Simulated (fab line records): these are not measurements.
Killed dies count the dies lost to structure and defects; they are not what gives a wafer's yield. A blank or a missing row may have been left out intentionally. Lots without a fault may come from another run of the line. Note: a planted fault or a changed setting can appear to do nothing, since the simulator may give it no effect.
fab line records -- flow sky130
record lots=13, wafers=39, lastDay=50
route steps=708 shown LDD_P@263 LDD_HVN@274 LDD_LDN@301 SD_P@327 PAD_OPEN@708
lots that met no fault: from a run of the same line without faults
startH: the number of hours between the record's first day and the start of the first shown wafer of the lot -- waitH: hours elapsed since this lot's preceding step -- " same as the row above -- L1.1+2: several wafers, shown together as one row -- - no value present, or no start provided -- * or withheld: withheld -- < > ~ a bound
route shown NAME@n: a module of which the file shows steps, and the number in the route of the first -- usual: mean/standard deviation taken from wafers without a fault -- same: alike in all rows -- chamber/n: place in a boat -- sites: each site's reading -- _std_site: how widely they spread, as a standard deviation -- _edge_site: mean of outer sites minus mean of inner sites -- radiusMm: how far each site lies from the wafer's centre -- mask NAME#n: copy n -- behind: the most recent tool/chamber to have shaped the wafer -- hold: what put the lot on hold/how long, in hours/how the hold closed -- device: the transistor (n, p or np) that didn't switch -- end of line: the route-end tests of the same wafers -- for a step that has no rows: nothing shown but its recipe -- killed: not the wafer's yield, but the dies lost to structure and defects at the first sort -- map: a wafer's dies, x killed, . not, _ none there
set.NAME: the setting that was run; set.NAME@STEP: the one run at that earlier step -- model.NAME: the simulator's own value behind a step, which no gauge read
one table for each step of the route and one row for each wafer, over a sample of lots
services: a tool's chamber out of use, with start hour (startH, from the record's first day; less than 0 if before it), hours out, and reason
## steps
# step SKY_LDD_P_OVL_MEAS_08
# usual LDD_P_OVL=-0.9/1.6
lot.wafer,tool,chamber,startH,waitH,LDD_P_OVL[nm]
L328.1,overlay-01,-,451.47,0.1,-2.8
L328.2,overlay-01,-,451.47,0.1,-2.3
L328.3,overlay-01,-,451.47,0.1,-1.8
L330.1,overlay-01,-,466.84,0.1,-1.1
L330.4,overlay-01,-,466.84,0.1,1.0
L330.5,overlay-01,-,466.84,0.1,0.9
L333.3,overlay-02,-,500.05,0.1,0.2
L333.4,overlay-02,-,500.05,0.1,-2.1
L333.6,overlay-02,-,500.05,0.1,-1.4
L335.1,overlay-02,-,539.82,0.1,-4.3
L335.2,overlay-02,-,539.82,0.1,-4.0
L335.4,overlay-02,-,539.82,0.1,-2.0
L336.1,overlay-01,-,544.42,0.1,0.2
L336.4,overlay-01,-,544.42,0.1,1.1
L336.6,overlay-01,-,544.42,0.1,-0.5
L337.1,overlay-02,-,547.64,0.1,0.0
L337.2,overlay-02,-,547.64,0.1,1.3
L337.3,overlay-02,-,547.64,0.1,0.7
L339.1,overlay-02,-,555.32,0.1,-2.4
L339.5,overlay-02,-,555.32,0.1,0.1
L339.6,overlay-02,-,555.32,0.1,-1.7
L342.2,overlay-02,-,577.20,0.1,0.2
L342.3,overlay-02,-,577.20,0.1,-2.3
L342.5,overlay-02,-,577.20,0.1,1.5
L344.2,overlay-02,-,593.75,0.1,1.2
L344.3,overlay-02,-,593.75,0.1,1.0
L344.4,overlay-02,-,593.75,0.1,2.1
L346.1,overlay-01,-,603.74,0.1,-1.5
L346.3,overlay-01,-,603.74,0.1,-1.1
L346.6,overlay-01,-,603.74,0.1,-3.5
L348.1,overlay-01,-,627.50,0.1,0.7
L348.2,overlay-01,-,627.50,0.1,2.4
L348.5,overlay-01,-,627.50,0.1,3.9
L349.2,overlay-01,-,632.12,0.1,-0.4
L349.3,overlay-01,-,632.12,0.1,-0.7
L349.5,overlay-01,-,632.12,0.1,-1.3
L350.1,overlay-01,-,640.90,0.1,-0.2
L350.4,overlay-01,-,640.90,0.1,-1.2
L350.5,overlay-01,-,640.90,0.1,-0.2
# step SKY_LDD_HVN_OVL_MEAS_07
# usual LDD_HVN_OVL=0.7/1.1
lot.wafer,tool,chamber,startH,waitH,LDD_HVN_OVL[nm]
L328.1,overlay-02,-,482.50,0.1,1.0
L328.2,overlay-02,-,482.50,0.1,0.7
L328.3,overlay-02,-,482.50,0.1,2.3
L330.1,overlay-02,-,498.90,0.1,-0.8
L330.4,overlay-02,-,498.90,0.1,1.8
L330.5,overlay-02,-,498.90,0.1,-1.0
L333.3,overlay-01,-,531.36,0.1,0.8
L333.4,overlay-01,-,531.36,0.1,-0.4
L333.6,overlay-01,-,531.36,0.1,-1.8
L335.1,overlay-01,-,570.12,0.1,1.4
L335.2,overlay-01,-,570.12,0.1,1.0
L335.4,overlay-01,-,570.12,0.1,0.9
L336.1,overlay-02,-,574.95,0.1,-0.1
L336.4,overlay-02,-,574.95,0.1,0.7
L336.6,overlay-02,-,574.95,0.1,0.9
L337.1,overlay-02,-,578.30,0.1,0.6
L337.2,overlay-02,-,578.30,0.1,0.7
L337.3,overlay-02,-,578.30,0.1,-0.4
L339.1,overlay-01,-,586.05,0.1,-0.3
L339.5,overlay-01,-,586.05,0.1,0.6
L339.6,overlay-01,-,586.05,0.1,-0.1
L342.2,overlay-01,-,607.18,0.1,-1.6
L342.3,overlay-01,-,607.18,0.1,-0.2
L342.5,overlay-01,-,607.18,0.1,0.2
L344.2,overlay-02,-,623.70,0.1,0.6
L344.3,overlay-02,-,623.70,0.1,0.8
L344.4,overlay-02,-,623.70,0.1,1.6
L346.1,overlay-02,-,633.10,0.1,0.7
L346.3,overlay-02,-,633.10,0.1,-0.6
L346.6,overlay-02,-,633.10,0.1,-1.4
L348.1,overlay-02,-,656.37,0.1,1.4
L348.2,overlay-02,-,656.37,0.1,3.5
L348.5,overlay-02,-,656.37,0.1,1.8
L349.2,overlay-01,-,661.15,0.1,0.7
L349.3,overlay-01,-,661.15,0.1,2.4
L349.5,overlay-01,-,661.15,0.1,-0.7
L350.1,overlay-02,-,670.42,0.1,0.9
L350.4,overlay-02,-,670.42,0.1,-0.4
L350.5,overlay-02,-,670.42,0.1,0.8
# step SKY_LDD_LDN_STRIP_12
# recipe chemistry=O2/N2, powerW=1400, pressureMtorr=1500, platenTempC=withheld, o2FlowSccm=3000, n2FlowSccm=300, overashFraction=0.5
# usual chamberPressureMTorr=1500.1/1.4, drypumpMotorCurrentA=6.0/0.54, n2FlowSccm=300.0/0.83, oesProductAu=0.716/0.0047, stripTimeToEndpointS=14.19/0.037
lot.wafer,tool,chamber,startH,waitH,chamberPressureMTorr,drypumpMotorCurrentA,n2FlowSccm,oesProductAu,rfHoursCounterH,stripTimeToEndpointS
L328.1,plasmaAsher-03,1,546.06,0.1,1502.3,5.8,299.7,0.716,87,14.14
L328.2,plasmaAsher-03,0,546.06,0.1,1502.7,6.1,299.4,0.711,87,14.13
L328.3,plasmaAsher-03,0,546.06,0.1,1500.2,6.0,300.4,0.716,-,14.11
L330.1,plasmaAsher-04,1,561.33,0.1,1500.5,6.0,300.8,0.719,75,14.16
L330.4,plasmaAsher-04,0,561.33,0.1,1498.7,6.5,299.9,0.714,-,14.18
L330.5,plasmaAsher-04,1,561.33,0.1,1501.4,6.0,299.6,0.716,-,14.23
L333.3,plasmaAsher-03,0,592.70,0.1,1501.0,6.1,300.8,0.715,-,14.22
L333.4,plasmaAsher-03,1,592.70,0.1,1501.6,5.7,300.3,0.717,-,14.26
L333.6,plasmaAsher-03,0,592.70,0.1,1501.3,6.1,299.4,0.725,-,14.20
L335.1,plasmaAsher-02,0,630.78,0.1,1497.6,5.1,299.8,0.722,52,14.24
L335.2,plasmaAsher-02,1,630.78,0.1,1500.6,6.7,299.8,0.726,52,14.24
L335.4,plasmaAsher-02,0,630.78,0.1,1500.6,5.1,299.8,0.716,-,14.25
L336.1,plasmaAsher-04,0,636.06,0.1,1499.6,6.5,300.6,0.715,83,14.15
L336.4,plasmaAsher-04,1,636.06,0.1,1498.2,6.0,300.4,0.714,-,14.19
L336.6,plasmaAsher-04,1,636.06,0.1,1500.1,6.0,299.5,0.714,-,14.18
L337.1,plasmaAsher-02,0,639.18,0.1,1500.4,5.1,299.5,0.725,54,14.18
L337.2,plasmaAsher-02,1,639.18,0.1,1501.1,6.6,299.8,0.720,54,14.17
L337.3,plasmaAsher-02,0,639.18,0.1,1500.6,5.1,298.3,0.714,-,14.14
L339.1,plasmaAsher-04,1,645.51,0.1,1501.5,6.0,300.0,0.718,85,14.23
L339.5,plasmaAsher-04,1,645.51,0.1,1498.9,6.0,299.2,0.712,-,14.22
L339.6,plasmaAsher-04,0,645.51,0.1,1500.5,6.5,299.2,0.713,-,14.19
L342.2,plasmaAsher-02,1,667.08,0.1,1499.1,6.6,300.5,0.712,57,14.23
L342.3,plasmaAsher-02,1,667.08,0.1,1498.5,6.6,299.0,0.725,-,14.21
L342.5,plasmaAsher-02,0,667.08,0.1,1498.2,5.1,300.6,0.724,-,14.24
L344.2,plasmaAsher-02,0,682.31,0.1,-,-,-,-,-,-
L344.3,plasmaAsher-02,1,682.31,0.1,-,-,-,-,-,-
L344.4,plasmaAsher-02,0,682.31,0.1,-,-,-,-,-,-
L346.1,plasmaAsher-04,1,692.23,0.1,-,-,-,-,-,-
L346.3,plasmaAsher-04,0,692.23,0.1,-,-,-,-,-,-
L346.6,plasmaAsher-04,1,692.23,0.1,-,-,-,-,-,-
L348.1,plasmaAsher-03,0,715.13,0.1,1501.0,6.1,301.5,0.716,100,14.13
L348.2,plasmaAsher-03,1,715.13,0.1,1500.1,5.8,299.0,0.714,100,14.17
L348.5,plasmaAsher-03,0,715.13,0.1,1500.7,6.0,299.8,0.710,-,14.17
L349.2,plasmaAsher-04,1,719.23,0.1,1500.7,6.0,298.9,0.712,92,14.21
L349.3,plasmaAsher-04,1,719.23,0.1,1501.0,6.0,300.8,0.716,-,14.22
L349.5,plasmaAsher-04,0,719.23,0.1,1499.3,6.5,300.4,0.718,-,14.19
L350.1,plasmaAsher-02,0,728.76,0.1,1502.0,5.1,299.0,0.711,62,14.11
L350.4,plasmaAsher-02,0,728.76,0.1,1497.9,5.1,300.0,0.717,-,14.16
L350.5,plasmaAsher-02,1,728.76,0.1,1498.9,6.6,299.5,0.716,-,14.15
# step SKY_SD_P_CD_MEAS_07
# recipe targetCdNm=380
# usual cdNm=379.9/2.9
lot.wafer,tool,chamber,startH,waitH,cdNm
L328.1,cdSem-02,-,608.50,0.1,382.2
L328.2,cdSem-02,-,608.50,0.1,381.3
L328.3,cdSem-02,-,608.50,0.1,381.3
L330.1,cdSem-01,-,623.92,0.1,383.6
L330.4,cdSem-01,-,623.92,0.1,381.6
L330.5,cdSem-01,-,623.92,0.1,382.9
L333.3,cdSem-02,-,652.09,0.1,385.4
L333.4,cdSem-02,-,652.09,0.1,385.1
L333.6,cdSem-02,-,652.09,0.1,384.0
L335.1,cdSem-02,-,690.60,0.1,382.1
L335.2,cdSem-02,-,690.60,0.1,380.5
L335.4,cdSem-02,-,690.60,0.1,381.9
L336.1,cdSem-01,-,697.12,0.1,377.8
L336.4,cdSem-01,-,697.12,0.1,377.5
L336.6,cdSem-01,-,697.12,0.1,375.5
L337.1,cdSem-02,-,700.97,0.1,379.4
L337.2,cdSem-02,-,700.97,0.1,379.8
L337.3,cdSem-02,-,700.97,0.1,379.6
L339.1,cdSem-02,-,705.52,0.1,374.9
L339.5,cdSem-02,-,705.52,0.1,375.1
L339.6,cdSem-02,-,705.52,0.1,375.8
L342.2,cdSem-01,-,727.44,0.1,377.7
L342.3,cdSem-01,-,727.44,0.1,377.0
L342.5,cdSem-01,-,727.44,0.1,377.5
L348.1,cdSem-02,-,769.97,0.1,378.2
L348.2,cdSem-02,-,769.97,0.1,381.2
L348.5,cdSem-02,-,769.97,0.1,379.1
L349.2,cdSem-02,-,773.97,0.1,380.9
L349.3,cdSem-02,-,773.97,0.1,381.2
L349.5,cdSem-02,-,773.97,0.1,380.6
L350.1,cdSem-01,-,782.65,0.1,379.3
L350.4,cdSem-01,-,782.65,0.1,378.2
L350.5,cdSem-01,-,782.65,0.1,376.1
# step SKY_PAD_OPEN_PROBE_99
# usual killed_at_M0_to_M3=43/7.3, killed_at_M4_up=3.2/1.9, killedAtContacts=25/5.4, killedAtFrontEnd=16/4.4, killedAtOther=0.4/0.66, killedDies=87/11, killedOnRim=17/4.2, killedOpen=48/7.9, killedShort=39/6.5
# same grossDies=492, killedAtBackSide=0
lot.wafer,tool,chamber,startH,waitH,killed_at_M0_to_M3,killed_at_M4_up,killedAtContacts,killedAtFrontEnd,killedAtOther,killedDies,killedOnRim,killedOpen,killedShort
L328.1,prober-01,-,1096.60,0.1,41,1,25,23,0,90,21,50,40
L328.2,prober-01,-,1096.65,0.1,55,6,20,13,0,94,16,46,48
L328.3,prober-01,-,1096.70,0.2,39,4,21,18,0,82,13,47,35
L333.3,prober-02,-,1129.76,0.2,55,3,33,16,0,107,32,61,46
L333.4,prober-02,-,1129.81,0.2,56,7,30,14,2,109,20,62,47
L333.6,prober-02,-,1129.91,0.2,48,2,29,8,0,87,13,52,35
L336.1,prober-01,-,1156.22,0.1,44,5,29,17,0,95,20,59,36
L336.4,prober-01,-,1156.37,0.2,50,2,16,16,1,85,14,49,36
L336.6,prober-01,-,1156.47,0.2,43,3,19,28,1,94,14,44,50
L339.1,prober-02,-,1165.50,0.1,41,3,25,15,0,84,17,44,40
L339.5,prober-02,-,1165.70,0.2,34,0,23,17,0,74,18,39,35
L339.6,prober-02,-,1165.75,0.2,29,4,25,7,0,65,12,35,30
L344.2,prober-01,-,1185.54,0.1,33,3,23,433,0,492,96,40,33
L344.3,prober-01,-,1185.59,0.2,26,6,34,426,0,492,96,50,37
L344.4,prober-01,-,1185.64,0.2,36,0,33,423,0,492,96,34,44
L346.1,prober-02,-,1189.46,0.1,29,2,23,438,0,492,96,29,33
L346.3,prober-02,-,1189.56,0.2,40,3,25,423,1,492,96,49,29
L346.6,prober-02,-,1189.71,0.2,42,1,24,425,0,492,96,44,41
L348.1,prober-01,-,1204.95,0.1,39,5,19,22,0,85,11,43,41
L348.2,prober-01,-,1205.00,0.1,36,6,21,17,0,80,20,41,38
L348.5,prober-01,-,1205.15,0.2,55,7,25,16,1,104,19,57,45
L349.2,prober-02,-,1206.50,0.1,39,2,26,20,0,87,13,49,38
L349.3,prober-02,-,1206.55,0.2,40,5,24,18,0,87,15,43,44
L349.5,prober-02,-,1206.65,0.2,43,2,28,19,0,92,20,38,53
L350.1,prober-01,-,1209.79,0.1,50,2,20,15,2,89,15,46,43
L350.4,prober-01,-,1209.94,0.2,42,1,17,11,1,72,17,39,33
L350.5,prober-01,-,1209.99,0.2,57,1,29,13,0,100,27,48,52
# killed by level:class
L328.1 VIA1:geometricParticle:open=13 CONTACT:geometricParticle:open=9 LI_CONTACT:geometricParticle:open=8 VIA1:geometricParticle:short=7 FIELD_ISO:geometricParticle:short=6 POLY_GATE:geometricParticle:open=6 POLY_GATE:geometricParticle:short=6 VIA2:geometricParticle:open=6
L328.2 VIA1:geometricParticle:open=15 VIA3:geometricParticle:open=8 VIA3:geometricParticle:short=7 LI_CONTACT:geometricParticle:open=6 CONTACT:geometricParticle:open=6 METAL2:geometricParticle:short=6 METAL1:geometricParticle:short=5 METAL4:geometricParticle:short=5
L328.3 VIA1:geometricParticle:open=11 POLY_GATE:geometricParticle:open=7 LOCAL_INTERCONNECT:geometricParticle:short=7 CONTACT:geometricParticle:open=7 VIA3:geometricParticle:open=6 VIA1:geometricParticle:short=6 POLY_GATE:geometricParticle:short=4 LI_CONTACT:geometricParticle:open=4
L333.3 CONTACT:geometricParticle:open=18 VIA1:geometricParticle:open=15 METAL1:geometricParticle:short=8 VIA2:geometricParticle:open=8 CONTACT:geometricParticle:short=7 VIA3:geometricParticle:open=6 METAL2:geometricParticle:short=6 FIELD_ISO:geometricParticle:short=5
L333.4 VIA1:geometricParticle:open=16 CONTACT:geometricParticle:open=13 VIA3:geometricParticle:open=7 METAL4:geometricParticle:short=7 FIELD_ISO:geometricParticle:open=6 LI_CONTACT:geometricParticle:open=6 METAL2:geometricParticle:short=6 LOCAL_INTERCONNECT:geometricParticle:short=5
L333.6 CONTACT:geometricParticle:open=10 LI_CONTACT:geometricParticle:open=9 VIA1:geometricParticle:open=9 VIA3:geometricParticle:open=8 VIA2:geometricParticle:open=6 LI_CONTACT:geometricParticle:short=5 METAL2:geometricParticle:short=5 VIA2:geometricParticle:short=5
L336.1 VIA1:geometricParticle:open=13 CONTACT:geometricParticle:open=12 LI_CONTACT:geometricParticle:open=11 FIELD_ISO:geometricParticle:open=5 VIA3:geometricParticle:short=5 METAL4:geometricParticle:short=5 FIELD_ISO:geometricParticle:short=4 METAL2:geometricParticle:short=4
L336.4 VIA1:geometricParticle:open=13 VIA2:geometricParticle:open=7 FIELD_ISO:geometricParticle:open=6 METAL2:geometricParticle:short=6 VIA3:geometricParticle:open=6 FIELD_ISO:geometricParticle:short=5 CONTACT:geometricParticle:open=4 METAL1:geometricParticle:short=4
L336.6 FIELD_ISO:geometricParticle:open=8 VIA1:geometricParticle:short=7 FIELD_ISO:geometricParticle:short=6 LI_CONTACT:geometricParticle:open=6 METAL2:geometricParticle:short=6 CONTACT:geometricParticle:open=5 VIA3:geometricParticle:short=5 METAL1:geometricParticle:short=5
L339.1 VIA2:geometricParticle:open=8 LI_CONTACT:geometricParticle:open=7 VIA1:geometricParticle:open=6 VIA3:geometricParticle:open=6 POLY_GATE:geometricParticle:open=5 LI_CONTACT:geometricParticle:short=5 METAL2:geometricParticle:short=5 CONTACT:geometricParticle:short=5
L339.5 LI_CONTACT:geometricParticle:open=7 CONTACT:geometricParticle:open=7 VIA1:geometricParticle:open=7 POLY_GATE:geometricParticle:short=6 VIA1:geometricParticle:short=5 VIA3:geometricParticle:open=5 VIA2:geometricParticle:open=5 LOCAL_INTERCONNECT:geometricParticle:short=4
L339.6 CONTACT:geometricParticle:open=10 LI_CONTACT:geometricParticle:open=7 VIA3:geometricParticle:open=6 CONTACT:geometricParticle:short=5 METAL1:geometricParticle:short=4 METAL3:geometricParticle:short=4 LOCAL_INTERCONNECT:geometricParticle:short=3 VIA1:geometricParticle:open=3
L344.2 SPACER:areaCvd=417 CONTACT:geometricParticle:open=7 VIA1:geometricParticle:open=7 VIA3:geometricParticle:open=6 POLY_GATE:geometricParticle:short=5 LI_CONTACT:geometricParticle:open=5 LOCAL_INTERCONNECT:geometricParticle:short=5 VIA2:geometricParticle:short=5
L344.3 SPACER:areaCvd=405 CONTACT:geometricParticle:open=13 LI_CONTACT:geometricParticle:open=11 VIA1:geometricParticle:open=6 CONTACT:geometricParticle:short=5 METAL4:geometricParticle:short=5 VIA3:geometricParticle:open=5 FIELD_ISO:geometricParticle:short=4
L344.4 SPACER:areaCvd=413 CONTACT:geometricParticle:short=13 LI_CONTACT:geometricParticle:open=9 METAL2:geometricParticle:short=6 LOCAL_INTERCONNECT:geometricParticle:short=6 CONTACT:geometricParticle:open=5 METAL1:geometricParticle:short=5 VIA1:geometricParticle:open=5
L346.1 SPACER:areaCvd=430 METAL2:geometricParticle:short=7 LI_CONTACT:geometricParticle:open=7 CONTACT:geometricParticle:open=6 CONTACT:geometricParticle:short=6 VIA1:geometricParticle:short=5 VIA2:geometricParticle:open=5 VIA1:geometricParticle:open=4
L346.3 SPACER:areaCvd=413 CONTACT:geometricParticle:open=11 VIA3:geometricParticle:open=11 VIA1:geometricParticle:open=8 LI_CONTACT:geometricParticle:open=7 VIA2:geometricParticle:open=7 FIELD_ISO:geometricParticle:short=4 CONTACT:geometricParticle:short=4
L346.6 SPACER:areaCvd=407 CONTACT:geometricParticle:open=9 VIA3:geometricParticle:open=7 FIELD_ISO:geometricParticle:short=6 METAL2:geometricParticle:short=6 VIA3:geometricParticle:short=6 LI_CONTACT:geometricParticle:open=5 LOCAL_INTERCONNECT:geometricParticle:short=5
L348.1 VIA3:geometricParticle:open=9 VIA2:geometricParticle:open=7 METAL1:geometricParticle:short=6 CONTACT:geometricParticle:open=6 FIELD_ISO:geometricParticle:open=5 FIELD_ISO:geometricParticle:short=4 POLY_GATE:geometricParticle:open=4 SPACER:geometricParticle:short=4
L348.2 VIA1:geometricParticle:open=10 LI_CONTACT:geometricParticle:open=8 CONTACT:geometricParticle:short=5 METAL2:geometricParticle:short=5 FIELD_ISO:geometricParticle:open=4 CONTACT:geometricParticle:open=4 METAL1:geometricParticle:short=4 VIA1:geometricParticle:short=4
L348.5 VIA1:geometricParticle:open=13 LI_CONTACT:geometricParticle:open=12 METAL2:geometricParticle:short=8 VIA3:geometricParticle:open=7 CONTACT:geometricParticle:open=7 METAL1:geometricParticle:short=6 VIA2:geometricParticle:short=4 VIA2:geometricParticle:open=4
L349.2 VIA1:geometricParticle:open=10 CONTACT:geometricParticle:open=9 VIA2:geometricParticle:open=7 POLY_GATE:geometricParticle:short=6 LI_CONTACT:geometricParticle:short=6 LI_CONTACT:geometricParticle:open=5 FIELD_ISO:geometricParticle:open=4 VIA3:geometricParticle:short=4
L349.3 CONTACT:geometricParticle:open=10 VIA3:geometricParticle:open=8 METAL1:geometricParticle:short=7 POLY_GATE:geometricParticle:open=6 CONTACT:geometricParticle:short=6 VIA1:geometricParticle:open=6 METAL2:geometricParticle:short=5 FIELD_ISO:geometricParticle:short=4
L349.5 METAL2:geometricParticle:short=11 CONTACT:geometricParticle:open=8 POLY_GATE:geometricParticle:short=6 LI_CONTACT:geometricParticle:short=6 VIA1:geometricParticle:open=6 VIA3:geometricParticle:open=6 LI_CONTACT:geometricParticle:open=5 FIELD_ISO:geometricParticle:short=5
L350.1 VIA1:geometricParticle:open=13 VIA2:geometricParticle:open=7 METAL2:geometricParticle:short=7 METAL1:geometricParticle:short=6 CONTACT:geometricParticle:open=6 VIA1:geometricParticle:short=6 CONTACT:geometricParticle:short=4 POLY_GATE:geometricParticle:open=4
L350.4 VIA1:geometricParticle:open=12 VIA3:geometricParticle:open=7 LI_CONTACT:geometricParticle:open=6 POLY_GATE:geometricParticle:short=4 LOCAL_INTERCONNECT:geometricParticle:short=4 METAL1:geometricParticle:short=4 VIA1:geometricParticle:short=4 VIA3:geometricParticle:short=4
L350.5 LI_CONTACT:geometricParticle:open=9 CONTACT:geometricParticle:open=8 VIA1:geometricParticle:short=8 VIA2:geometricParticle:open=8 VIA1:geometricParticle:open=7 VIA2:geometricParticle:short=7 FIELD_ISO:geometricParticle:open=6 METAL1:geometricParticle:short=6
## services
tool,chamber,startH,hours,kind
plasmaAsher-03,-,608.44,34.0,repair
plasmaAsher-03,-,634.64,11.4,repair
plasmaAsher-03,-,708.66,5.0,repair
## key
firstSign step=SKY_LDD_LDN_STRIP_12, reading=toolRecord, direction=missing
effect step=SKY_PAD_OPEN_PROBE_99, reading=killedAtFrontEnd, direction=up, sigmas=95, usual=16, struck=428
moreKillsBornAt SKY_SPACER_CVD_00@lpcvd-02=2485
metAt SKY_LDD_LDN_STRIP_12
struckLots L344,L346
laterRowsLeftOut L344.2,L344.3,L344.4,L346.1,L346.3,L346.6
testerLeftOut L344,L346
notActingAt SKY_LDD_P_OVL_MEAS_08,SKY_LDD_HVN_OVL_MEAS_07,SKY_SD_P_CD_MEAS_07
onsetBetween 667.08 682.31
fault kind=skippedStepWhole, tool=plasmaAsher-02,plasmaAsher-04, chamber=-, onsetH=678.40, steps=SKY_LDD_LDN_STRIP_12, scope=struckLotsOnly
# testerLeftOut: of these lots the tester's yield and bins aren't shown, on N5 and GAA mostly nor the transistor test; their killed dies are dies lost to structure and defects alone, not to doping, threshold or leakage, so they don't give the yield
# laterRowsLeftOut: the simulator's readings of these wafers behind a module that went badly wrong aren't trusted and aren't shown, but for the sort
